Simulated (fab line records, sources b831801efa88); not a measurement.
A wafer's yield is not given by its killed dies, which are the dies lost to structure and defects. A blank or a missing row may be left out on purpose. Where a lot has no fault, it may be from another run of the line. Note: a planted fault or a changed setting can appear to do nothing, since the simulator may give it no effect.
fab line records ; flow gf180mcu
record lots=5; wafers=15; last_day=34
route steps=602 shown V5@551
lots that met no fault: from a run of the same line without faults
start_h: hours from the record's opening day to when the first of the lot's shown wafers began ; wait_h: how many hours have passed since the lot's step before this one ; " repeats the value in the row above ; L1.1+2: a single row standing in for several wafers ; - value missing, or start not given ; * or withheld: withheld ; < > ~ a bound
route shown NAME@n: NAME is a module with steps in the file, n the number in the route of the first one ; usual: average and standard deviation across the fault-free wafers ; same: alike in all rows ; chamber/n: place in a boat ; sites: readings site by site ; _std_site: standard deviation of those values ; _edge_site: inner sites' mean taken away from outer sites' mean ; radius_mm: for every site, how far away it sits from the centre of the wafer ; mask NAME#n: copy n ; behind: tool/chamber where the wafer was last shaped ; hold: cause of the lot's hold/its duration in hours/its outcome ; device: which transistor (n, p or np) failed to switch ; end of line: tests run on the same wafers once the route is complete ; a step with no rows: only its recipe ; killed: count of dies lost to structure and defects at first sort (not the wafer's yield) ; map: a wafer's dies, x killed, . not, _ none there
set.NAME: the setting the step ran with; set.NAME@STEP: the setting that earlier step ran with ; model.NAME: the simulator's own value behind a step, which no gauge read
lots at some steps of the route; a table a step, a row a wafer
services: a tool's chamber out of use, with start hour (start_h, from the record's first day; less than 0 if before it), hours out, and reason
## steps
# step GF_V5_EXPOSE_11
# recipe mask_id=Via5; target_cd_nm=260; na=0.68; source_shape=conventional; sigma_outer=0.6; dose_mj=38
# step GF_V5_PEB_12
# recipe peb_temp_c=134.6; peb_time_s=90; resist=KrF
# step GF_V5_DEVELOP_13
# recipe develop_time_s=60; resist=KrF; dev_temp_c=21
# step GF_V5_CD_MEAS_14
# recipe target_cd_nm=260
# usual cd_nm=260.3/1.1
lot.wafer;tool;chamber;start_h;wait_h;cd_nm
L838.2;cd_sem-01;-;661.50;0.1;258.9
L838.3;cd_sem-01;-;661.50;0.1;260.1
L838.6;cd_sem-01;-;661.50;0.1;260.5
L841.3;cd_sem-01;-;694.47;0.1;258.7
L841.4;cd_sem-01;-;694.47;0.1;259.8
L841.6;cd_sem-01;-;694.47;0.1;258.9
L850.1;cd_sem-02;-;749.52;0.1;257.7
L850.2;cd_sem-02;-;749.52;0.1;258.8
L850.3;cd_sem-02;-;749.52;0.1;257.6
L854.1;cd_sem-01;-;770.50;0.2;260.2
L854.3;cd_sem-01;-;770.50;0.2;260.9
L854.6;cd_sem-01;-;770.50;0.2;258.7
L855.1;cd_sem-02;-;776.33;0.1;261.4
L855.2;cd_sem-02;-;776.33;0.1;261.2
L855.5;cd_sem-02;-;776.33;0.1;261.8
# step GF_V5_OVL_MEAS_15
# usual V5_OVL=-1/4.8
lot.wafer;tool;chamber;start_h;wait_h;V5_OVL[nm]
L838.2;overlay-01;-;661.61;0.1;-4
L838.3;overlay-01;-;661.61;0.1;2
L838.6;overlay-01;-;661.61;0.1;-2
L841.3;overlay-01;-;694.56;0.1;3
L841.4;overlay-01;-;694.56;0.1;1
L841.6;overlay-01;-;694.56;0.1;-1
L850.1;overlay-01;-;749.64;0.1;2
L850.2;overlay-01;-;749.64;0.1;2
L850.3;overlay-01;-;749.64;0.1;2
L854.1;overlay-01;-;770.62;0.1;-3
L854.3;overlay-01;-;770.62;0.1;-11
L854.6;overlay-01;-;770.62;0.1;-4
L855.1;overlay-02;-;776.45;0.1;-6
L855.2;overlay-02;-;776.45;0.1;-5
L855.5;overlay-02;-;776.45;0.1;1
# step GF_V5_ETCH_16
# recipe chemistry=N2/H2; target_depth_a=withheld; overetch_a=withheld; time_s=withheld; target=BARC; ion_energy_ev=200; source_w=500; bias_w=100; pressure_mtorr=30; n2_flow_sccm=100; h2_flow_sccm=200
# usual drypump_motor_current_A=5.93/0.29; n2_flow_sccm=100.00/0.28; oes_product_au=0.855/0.0054; throttle_valve_pct=13.225/0.01
lot.wafer;tool;chamber;start_h;wait_h;drypump_motor_current_A;n2_flow_sccm;oes_product_au;throttle_valve_pct
L838.2;rie_diel-04;3;661.64;0.0;5.67;99.68;0.854;13.209
L838.3;rie_diel-04;1;661.64;0.0;5.75;99.82;0.850;13.220
L838.6;rie_diel-04;0;661.64;0.0;6.04;99.64;0.849;13.223
L841.3;rie_diel-02;2;694.58;0.0;6.39;99.96;0.854;13.211
L841.4;rie_diel-02;0;694.58;0.0;5.69;100.04;0.850;13.222
L841.6;rie_diel-02;0;694.58;0.0;5.67;100.11;0.846;13.225
L850.1;rie_diel-03;0;749.67;0.0;5.56;99.73;0.862;13.242
L850.2;rie_diel-03;2;749.67;0.0;6.43;99.81;0.862;13.213
L850.3;rie_diel-03;1;749.67;0.0;5.72;99.49;0.856;13.223
L854.1;rie_diel-02;0;770.65;0.0;5.67;99.87;0.864;13.218
L854.3;rie_diel-02;3;770.65;0.0;5.74;100.11;0.860;13.208
L854.6;rie_diel-02;3;770.65;0.0;5.79;100.07;0.858;13.209
L855.1;rie_diel-02;0;776.48;0.0;5.71;99.59;0.841;13.224
L855.2;rie_diel-02;3;776.48;0.0;5.75;99.91;0.859;13.223
L855.5;rie_diel-02;0;776.48;0.0;5.71;99.74;0.854;13.215
# step GF_V5_ETCH_17
# recipe chemistry=C4F8/O2/Ar; mask_material=KrF; target=SiO2; stop_on=TiN; source_w=1500; bias_w=1200; pressure_mtorr=40; c4f8_flow_sccm=withheld; O2_flow_sccm=6; Ar_flow_sccm=300; time_s=withheld; target_depth_a=8550
# usual oes_product_au=0.859/0.004
lot.wafer;tool;chamber;start_h;wait_h;oes_product_au
L838.2;rie_diel-04;3;-;-;0.863
L838.3;rie_diel-04;1;-;-;0.860
L838.6;rie_diel-04;0;-;-;0.859
L841.3;rie_diel-02;2;-;-;0.858
L841.4;rie_diel-02;0;-;-;0.866
L841.6;rie_diel-02;0;-;-;0.855
L850.1;rie_diel-03;0;-;-;0.860
L850.2;rie_diel-03;2;-;-;0.858
L850.3;rie_diel-03;1;-;-;0.864
L854.1;rie_diel-02;0;-;-;0.860
L854.3;rie_diel-02;3;-;-;0.863
L854.6;rie_diel-02;3;-;-;0.860
L855.1;rie_diel-02;0;-;-;0.858
L855.2;rie_diel-02;3;-;-;0.860
L855.5;rie_diel-02;0;-;-;0.858
# step GF_V5_STRIP_18
# recipe chemistry=O2/N2; power_w=1400; pressure_mtorr=1500; platen_temp_c=250; o2_flow_sccm=3000; n2_flow_sccm=300; overash_fraction=0.5
# usual drypump_motor_current_A=5.4/0.52; heater_power_w=341/37; n2_flow_sccm=300.1/0.9; oes_product_au=0.569/0.0047; platen_temp_c=250.00/0.19
lot.wafer;tool;chamber;start_h;wait_h;drypump_motor_current_A;heater_power_w;n2_flow_sccm;oes_product_au;platen_temp_c;rf_hours_counter_h
L838.2;plasma_asher-01;1;661.79;-;5.3;382;300.0;0.565;250.13;23
L838.3;plasma_asher-01;0;661.79;-;5.3;318;300.5;0.577;249.80;-
L838.6;plasma_asher-01;0;661.79;-;5.3;322;299.9;0.565;250.23;-
L841.3;plasma_asher-01;1;694.77;-;5.3;384;299.7;0.573;249.93;-
L841.4;plasma_asher-01;0;694.77;-;5.3;330;300.6;0.572;250.09;-
L841.6;plasma_asher-01;1;694.77;-;5.4;386;300.2;0.574;249.69;-
L850.1;plasma_asher-03;0;749.83;-;5.2;334;299.4;0.560;250.15;1
L850.2;plasma_asher-03;1;749.83;-;5.2;387;300.0;0.575;250.20;1
L850.3;plasma_asher-03;1;749.83;-;5.2;386;299.4;0.566;250.00;-
L854.1;plasma_asher-01;1;770.81;-;5.3;389;299.3;0.564;250.11;36
L854.3;plasma_asher-01;1;770.81;-;5.3;384;300.4;0.571;249.89;-
L854.6;plasma_asher-01;0;770.81;-;5.3;323;299.5;0.574;249.72;-
L855.1;plasma_asher-01;0;776.64;-;5.3;322;299.3;0.569;250.10;37
L855.2;plasma_asher-01;1;776.64;-;5.3;389;300.5;0.567;250.03;37
L855.5;plasma_asher-01;1;776.64;-;5.3;391;300.8;0.579;250.09;-
# step GF_V5_STRIP_19
# recipe chemistry=post_etch_residue_remover; time_s=1200; temp_c=72.5
# step GF_V5_CLEAN_20
# recipe chemistry=DIW; dry=n2_spin
# step GF_V5_SPUTTER_21
# recipe material=Ti; target_thk_nm=15; chamber_pressure_pa=5; power_w=2500; substrate_temp_c=200; time_s=80.02
# usual throttle_valve_pct=29.5/0.83
lot.wafer;tool;chamber;start_h;wait_h;throttle_valve_pct
L838.2;pvd_sputter-02;-;662.32;0.0;30.0
L838.3;pvd_sputter-02;-;662.32;0.0;30.4
L838.6;pvd_sputter-02;-;662.32;0.0;30.0
L841.3;pvd_sputter-02;-;695.27;0.0;29.9
L841.4;pvd_sputter-02;-;695.27;0.0;29.7
L841.6;pvd_sputter-02;-;695.27;0.0;30.7
L850.1;pvd_sputter-04;-;750.37;0.0;28.4
L850.2;pvd_sputter-04;-;750.37;0.0;27.9
L850.3;pvd_sputter-04;-;750.37;0.0;28.8
L854.1;pvd_sputter-02;-;771.37;0.0;29.9
L854.3;pvd_sputter-02;-;771.37;0.0;30.7
L854.6;pvd_sputter-02;-;771.37;0.0;29.4
L855.1;pvd_sputter-02;-;777.18;0.0;30.6
L855.2;pvd_sputter-02;-;777.18;0.0;29.8
L855.5;pvd_sputter-02;-;777.18;0.0;29.7
# step GF_V5_SPUTTER_22
# recipe material=TiN; target_thk_nm=10; chamber_pressure_pa=5; power_w=4000; time_s=40
# usual throttle_valve_pct=29.5/0.83
lot.wafer;tool;chamber;start_h;wait_h;throttle_valve_pct
L838.2;pvd_sputter-02;-;662.38;0.0;30.0
L838.3;pvd_sputter-02;-;662.38;0.0;30.7
L838.6;pvd_sputter-02;-;662.38;0.0;29.9
L841.3;pvd_sputter-02;-;695.33;0.0;29.9
L841.4;pvd_sputter-02;-;695.33;0.0;29.8
L841.6;pvd_sputter-02;-;695.33;0.0;30.7
L850.1;pvd_sputter-04;-;750.43;0.0;28.6
L850.2;pvd_sputter-04;-;750.43;0.0;28.1
L850.3;pvd_sputter-04;-;750.43;0.0;29.4
L854.1;pvd_sputter-02;-;771.43;0.0;30.1
L854.3;pvd_sputter-02;-;771.43;0.0;30.6
L854.6;pvd_sputter-02;-;771.43;0.0;29.4
L855.1;pvd_sputter-02;-;777.24;0.0;30.7
L855.2;pvd_sputter-02;-;777.24;0.0;29.7
L855.5;pvd_sputter-02;-;777.24;0.0;29.7
# step GF_V5_CVD_23
# recipe material=W; target_thk_nm=350; time_s=104.9; temp_c=400; pressure_torr=40
# usual chamber_pressure_Torr=40.00/0.079; heater_power_w=867/100; susceptor_temp_C=399.97/0.24
lot.wafer;tool;chamber;start_h;wait_h;chamber_pressure_Torr;heater_power_w;susceptor_temp_C;model.W_of_V5_CVD_23.thk_nm
L838.2;cvd_w-02;0;662.42;0.0;39.91;917;400.06;350.3
L838.3;cvd_w-02;0;662.42;0.0;40.01;885;400.06;351.5
L838.6;cvd_w-02;0;662.42;0.0;40.04;898;400.33;349.9
L841.3;cvd_w-01;0;695.41;0.1;40.06;763;400.36;354.2
L841.4;cvd_w-01;1;695.41;0.1;39.92;1052;399.85;353.5
L841.6;cvd_w-01;1;695.41;0.1;40.00;1048;399.84;356.5
L850.1;cvd_w-01;0;750.47;0.0;42.05;769;399.99;366.1
L850.2;cvd_w-01;1;750.47;0.0;39.97;1080;399.94;363.3
L850.3;cvd_w-01;0;750.47;0.0;41.91;748;400.10;366.3
L854.1;cvd_w-02;1;771.47;0.0;40.05;784;399.87;347.2
L854.3;cvd_w-02;1;771.47;0.0;40.00;807;400.06;349
L854.6;cvd_w-02;1;771.47;0.0;40.10;808;399.84;341.9
L855.1;cvd_w-02;1;777.28;0.0;39.84;803;400.69;344.7
L855.2;cvd_w-02;0;777.28;0.0;40.03;913;399.74;351.4
L855.5;cvd_w-02;1;777.28;0.0;39.96;784;400.54;344.1
# step GF_V5_RS_MEAS_24
# recipe thk_meas_gauge=four-point-probe; reads=W_of_V5_CVD_23+TiN_of_V5_SPUTTER_22+Ti_of_V5_SPUTTER_21
# usual V5_W_RS=0.327/0.0039
lot.wafer;tool;chamber;start_h;wait_h;V5_W_RS[ohm/sq]
L838.2;film_metro-01;-;662.55;0.1;0.326
L838.3;film_metro-01;-;662.55;0.1;0.325
L838.6;film_metro-01;-;662.55;0.1;0.328
L841.3;film_metro-04;-;695.52;0.1;0.323
L841.4;film_metro-04;-;695.52;0.1;0.324
L841.6;film_metro-04;-;695.52;0.1;0.322
L850.1;film_metro-03;-;750.58;0.1;0.312
L850.2;film_metro-03;-;750.58;0.1;0.315
L850.3;film_metro-03;-;750.58;0.1;0.312
L854.1;film_metro-04;-;771.58;0.1;0.329
L854.3;film_metro-04;-;771.58;0.1;0.328
L854.6;film_metro-04;-;771.58;0.1;0.335
L855.1;film_metro-03;-;777.39;0.1;0.332
L855.2;film_metro-03;-;777.39;0.1;0.326
L855.5;film_metro-03;-;777.39;0.1;0.332
## services
tool;chamber;start_h;hours;kind
cvd_w-02;-;649.55;6.0;pm
cvd_w-01;1;656.59;4.8;repair
pvd_sputter-04;-;670.59;1.0;repair
cvd_w-02;-;683.49;4.3;pm
plasma_asher-03;-;686.16;14.6;pm
rie_diel-04;-;688.56;1.9;repair
rie_diel-03;-;689.34;2.8;pm
pvd_sputter-04;-;696.37;0.8;repair
rie_diel-03;0;699.06;4.1;repair
rie_diel-04;0;706.12;5.2;repair
pvd_sputter-04;-;713.75;3.9;repair
rie_diel-02;-;719.63;2.8;pm
pvd_sputter-02;2;722.04;-;consumable_replace:kit
pvd_sputter-02;2;722.04;18.0;scheduled_down
pvd_sputter-02;2;722.04;18.0;vent_cycle
cvd_w-02;-;723.90;2.8;pm
plasma_asher-03;-;733.75;9.0;pm
plasma_asher-03;0;733.75;9.0;vent_cycle
plasma_asher-03;1;733.75;9.0;vent_cycle
plasma_asher-03;0;742.75;-;clean
rie_diel-02;1;752.19;7.8;repair
rie_diel-04;0;761.49;-;clean
rie_diel-04;0;761.49;12.9;scheduled_down
rie_diel-04;0;761.49;12.9;vent_cycle
## key
first_sign step=GF_V5_CVD_23; reading=chamber_pressure_Torr; direction=up; sigmas=25; usual=40.00; struck=41.98
effect none on later readings
model_effect step=GF_V5_CVD_23; value=W_of_V5_CVD_23.thk_nm; without=357.5; struck=366.2
met_at GF_V5_CVD_23
struck_wafers L850.1,L850.3
onset_between 695.41 750.47
fault kind=process_parameter_drift; tool=cvd_w-01; chamber=0; onset_h=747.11; steps=GF_V5_CVD_23; channel=pressure_torr; offset=2.0228; shape=step; end_h=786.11; acts_in=these_recipes_only; stated=40
